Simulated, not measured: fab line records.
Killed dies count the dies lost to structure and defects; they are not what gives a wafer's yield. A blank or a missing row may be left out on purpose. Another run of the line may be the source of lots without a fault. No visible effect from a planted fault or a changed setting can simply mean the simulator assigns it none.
Tool commonality check | flow sky130 | 13 lots, 39 wafers sampled

REASON FOR OPENING
Of 13 lots, 2 have the reading LDD_HVN_TW flagged at SKY_LDD_HVN_TW_MEAS_10. Wafers without a fault read 1439, standard deviation 14.
Rule: a lot gets a flag if all its wafers with a number sit over 4 standard deviations from that mean, or if no wafer of it has a number. All remaining lots are regarded as sound.

lot  | measured     | on            | LDD_HVN_TW, wafer by wafer | flag
L953 | day 20 08:59 | film-metro-04 | 1454 1447 1444             |
L954 | day 20 09:17 | film-metro-04 | 1449 1457 1439             |
L956 | day 21 06:37 | film-metro-04 | 1447 1445 1445             |
L957 | day 21 14:40 | film-metro-04 | 1453 1454 1452             |
L958 | day 21 23:14 | film-metro-02 | 1282 1274 1281             | FLAGGED
L959 | day 22 06:52 | film-metro-02 | 1281 1286 1287             | FLAGGED
L960 | day 23 03:25 | film-metro-02 | 1433 1436 1437             |
L967 | day 26 04:07 | film-metro-04 | 1447 1447 1451             |
L966 | day 26 04:17 | film-metro-04 | 1451 1444 1449             |
L968 | day 26 10:22 | film-metro-04 | 1462 1448 1448             |
L971 | day 27 02:17 | film-metro-04 | 1460 1467 1456             |
L975 | day 28 05:07 | film-metro-04 | 1438 1456 1452             |
L976 | day 28 11:50 | film-metro-01 | 1426 1421 1428             |
Average over the flagged lots: 1282; offset from the usual -157, equal to -11 standard deviations.

LOT BY LOT: THE TOOL USED
The record holds 1 process step before the reading, out of a route of 708 steps. Every cell lists first the tool, next ch and the chambers used by the sampled wafers, and last the start.
lot  | flag    | SKY_LDD_HVN_IMPLANT_08
L953 |         | implanter-03 ch 0, day 20 08:44
L954 |         | implanter-01 ch 0, day 20 09:03
L956 |         | implanter-01 ch 0, day 21 06:22
L957 |         | implanter-03 ch 0, day 21 14:25
L958 | FLAGGED | implanter-01 ch 0, day 21 23:01
L959 | FLAGGED | implanter-01 ch 0, day 22 06:37
L960 |         | implanter-03 ch 0, day 23 03:11
L967 |         | implanter-01 ch 0, day 26 03:53
L966 |         | implanter-03 ch 0, day 26 04:04
L968 |         | implanter-03 ch 0, day 26 10:07
L971 |         | implanter-01 ch 0, day 27 02:02
L975 |         | implanter-02 ch 0, day 28 04:52
L976 |         | implanter-01 ch 0, day 28 11:37
What is done by these steps:
- SKY_LDD_HVN_IMPLANT_08
- SKY_LDD_HVN_TW_MEAS_10

FLAGGED AGAINST TOTAL, ONE TOOL AT A TIME (gauges that did the reading follow at the end)
step                   | tool          | lots run | flagged | share of the flagged lots | sound lots run after its first flagged lot
SKY_LDD_HVN_IMPLANT_08 | implanter-01  | 7        | 2       | all                       | 3 (L967,L971,L976)
SKY_LDD_HVN_IMPLANT_08 | implanter-02  | 1        | 0       | none                      | -
SKY_LDD_HVN_IMPLANT_08 | implanter-03  | 5        | 0       | none                      | -
SKY_LDD_HVN_TW_MEAS_10 | film-metro-01 | 1        | 0       | none                      | -
SKY_LDD_HVN_TW_MEAS_10 | film-metro-02 | 3        | 2       | all                       | 1 (L960)
SKY_LDD_HVN_TW_MEAS_10 | film-metro-04 | 9        | 0       | none                      | -

WHAT IS ALLOWED BY THE TABLE
Table rows that saw every flagged lot: 2, namely implanter-01 at SKY_LDD_HVN_IMPLANT_08 and film-metro-02 at SKY_LDD_HVN_TW_MEAS_10.
- implanter-01 at SKY_LDD_HVN_IMPLANT_08: 2 of its 7 lots flagged. Lots that were sound ran on it after the first flagged one (L967, L971, L976); a persistent fault on the entire tool would not allow that. Its own readings lie more than 4 standard deviations out on every wafer of the flagged lots: tilt-deg.
- film-metro-02 at SKY_LDD_HVN_TW_MEAS_10: 2 of its 3 lots flagged. Lots that were sound ran on it after the first flagged one (L960); a persistent fault on the entire tool would not allow that.
Not one row of the table ran every flagged lot while running no sound lot after the first.

WHAT THE SIMULATOR PUT IN
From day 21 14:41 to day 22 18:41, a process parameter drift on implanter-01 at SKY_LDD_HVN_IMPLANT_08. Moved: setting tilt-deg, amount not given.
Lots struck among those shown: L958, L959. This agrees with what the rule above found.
